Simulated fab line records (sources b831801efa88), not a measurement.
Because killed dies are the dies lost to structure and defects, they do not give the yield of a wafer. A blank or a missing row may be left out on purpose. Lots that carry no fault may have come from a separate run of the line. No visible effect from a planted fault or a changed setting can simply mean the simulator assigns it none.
8D (eight disciplines) problem report, filled in by code / flow sky130 / the parts of the form that need people (team, actions taken, sign-off) are left out

## 1. PROBLEM STATEMENT
A mean of 102.6 s is read at SKY_POLY_GATE_ETCH_17 for run-length-s, taken on 1 wafer of 1 lot, against 98.9 s (standard deviation 0.48) on wafers free of any fault. Relative to the usual mean, that is a shift of +7.7 standard deviations.
The step: etches poly-Si in HBr/Cl2, stops on SiO2, target depth 180 nm, time 70.5 s.
The first sign was on wafer L922.3 at day 21 05:07, on rie-si-01. Wafers with a number at this step in the record: 15, from 5 lots. The rule behind "out" and "out of limits": a value lying over 4 standard deviations away from the usual mean. Any other wafer with a number is counted as sound.

## 2. WHAT IT IS, WHAT IT ISN'T
question=which readings at this step | is=run-length-s, oes-product-au | is not=drypump-motor-current-A, throttle-valve-pct
question=which lots | is=L922 | is not=L915, L920, L931, L934
question=which wafers of those lots | is=L922.3 | is not=L922.2, L922.4
question=read on which tools | is=rie-si-01 | is not=rie-si-02
question=when | is=from day 21 05:07 | is not=up to then (8 sound wafers); but 6 sound wafers of L931, L934 came after

## 3. WHAT RULES OUT EACH SUSPECT
Counting: if a tool at a process step up to the reading ran every lot that is out, it stays a suspect. Sound lots after the first of them don't rule it out here, since some wafers of a struck lot are sound.
- rie-diel-01 at SKY_POLY_GATE_ETCH_15 (etches BARC in N2/H2, stops on SiO2, time 118.5 s, target depth 110 nm): kept. It processed L922, the lot that is out, at day 21 04:55, and its most recent sound lot before then was L920 at day 20 05:31.
- rie-diel-01 at SKY_POLY_GATE_ETCH_16 (etches Si3N4 in CH3F/O2, stops on poly-Si, time 147.5 s, target depth 75 nm): kept. It processed L922, the lot that is out, at day 21 05:01, and its most recent sound lot before then was L920 at day 20 05:36.
- rie-si-01 at SKY_POLY_GATE_ETCH_17 (etches poly-Si in HBr/Cl2, stops on SiO2, target depth 180 nm, time 70.5 s): kept. It processed L922, the lot that is out, at day 21 05:07, and its most recent sound lot before then was L920 at day 20 05:42. Out on those wafers are its own readings of oes-product-au, run-length-s.
- In rie-diel-01 at SKY_POLY_GATE_ETCH_15, the wafers that are out were processed in chamber 1 and their sound lot-mates in chambers 2, 3.
- In rie-diel-01 at SKY_POLY_GATE_ETCH_16, the wafers that are out were processed in chamber 1 and their sound lot-mates in chambers 2, 3.
- In rie-si-01 at SKY_POLY_GATE_ETCH_17, the wafers that are out were processed in chamber 3 and their sound lot-mates in chambers 0, 2.
Still standing after the count: rie-diel-01 at SKY_POLY_GATE_ETCH_15, rie-diel-01 at SKY_POLY_GATE_ETCH_16, rie-si-01 at SKY_POLY_GATE_ETCH_17.

## 4. THE CAUSE (what the simulator had put in)
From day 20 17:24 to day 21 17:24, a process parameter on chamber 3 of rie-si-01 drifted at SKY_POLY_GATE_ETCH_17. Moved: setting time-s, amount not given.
Counting leaves 3 suspects; this tool is one of them.

## 5. SEQUENCE OF EFFECTS, ordered by route
Each row: a reading where the mean over the struck wafers with a number is more than 3 standard deviations away from the usual. Only readings whose record carries a usual standard deviation are examined. hours: median over the lots of the time between each lot's start at the first step of this table that gives one and its start at this step. sigmas: the change, counted in usual standard deviations.
hours=0; step=SKY_POLY_GATE_ETCH_17; reading=oes-product-au; usual=0.984 a.u.; on struck wafers=0.947; change=-0.037; sigmas=-4.7
hours=0; step=SKY_POLY_GATE_ETCH_17; reading=run-length-s; usual=98.9 s; on struck wafers=102.6; change=+3.7; sigmas=+7.7
Here are the process steps it includes:
- SKY_POLY_GATE_ETCH_17: etches poly-Si in HBr/Cl2, stops on SiO2, target depth 180 nm, time 70.5 s.

## 6. WHAT WOULD HAVE CAUGHT IT SOONER
12 hours passed between the start of the fault at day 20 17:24 and the first reading out of limits in this record, taken at day 21 05:07.
